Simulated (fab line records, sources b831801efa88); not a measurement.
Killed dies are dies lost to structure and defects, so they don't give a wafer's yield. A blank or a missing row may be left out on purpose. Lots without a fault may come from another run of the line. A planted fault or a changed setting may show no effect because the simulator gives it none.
Which tool did it? | flow gf180mcu | 15 lots, 45 wafers sampled, at 1 step of a route of 602

WHAT THE GAUGES READ, wafer by wafer
GF_CONTACT_BOW_MEAS_05. Usual: CONTACT_BOW 67 um, standard deviation 6.6.
lot  | measured     | on            | CONTACT_BOW (um) | flag
L992 | day 15 20:14 | film_metro-03 | 75 74 61         |
L993 | day 16 01:37 | film_metro-02 | 67 52 66         |
L994 | day 16 20:58 | film_metro-03 | 68 64 67         |
L995 | day 17 05:56 | film_metro-02 | 62 62 73         |
L100 | day 18 21:44 | film_metro-02 | 75 64 69         |
L101 | day 19 14:07 | film_metro-01 | 70 52 67         |
L102 | day 19 17:35 | film_metro-03 | 61 75 75         |
L104 | day 20 10:58 | film_metro-02 | 52 61 62         |
L105 | day 20 21:00 | film_metro-01 | 71 70 62         |
L107 | day 21 10:46 | film_metro-01 | 69 66 77         |
L109 | day 22 06:28 | film_metro-01 | 65 66 61         |
L110 | day 22 13:43 | film_metro-03 | 69 73 70         |
L111 | day 22 22:16 | film_metro-02 | 67 67 62         |
L112 | day 23 04:55 | film_metro-02 | 74 66 64         |
L113 | day 24 03:28 | film_metro-03 | 77 61 64         |

WHICH TOOL RAN EACH LOT (tool, then ch and the chambers of the sampled wafers, then the start)
The record holds no process step before these readings.

WHAT THE TOOLS THEMSELVES READ (means of the sampled wafers that have a number; where no wafer has one, the mark that the record gives instead)
The record holds no such reading with a usual standard deviation.

THE ANSWER, worked out from the rows above alone
Rule: a lot is off if the mean of its wafers that have a number lies more than 3 standard deviations from the usual mean. A lot without any number at a reading at which 4 lots or more have one is off too. The other lots that the step has rows for count as sound. The gauges are gone through in route order, then the tools' own readings, and for those a lot's mean is taken as printed above. The first step at which some lot is off is used, and at that step the reading that is off furthest; a lot without a number counts as furthest.
No lot is off at any reading shown: from this, nothing can be told.

WHAT THE SIMULATOR HAD PUT IN
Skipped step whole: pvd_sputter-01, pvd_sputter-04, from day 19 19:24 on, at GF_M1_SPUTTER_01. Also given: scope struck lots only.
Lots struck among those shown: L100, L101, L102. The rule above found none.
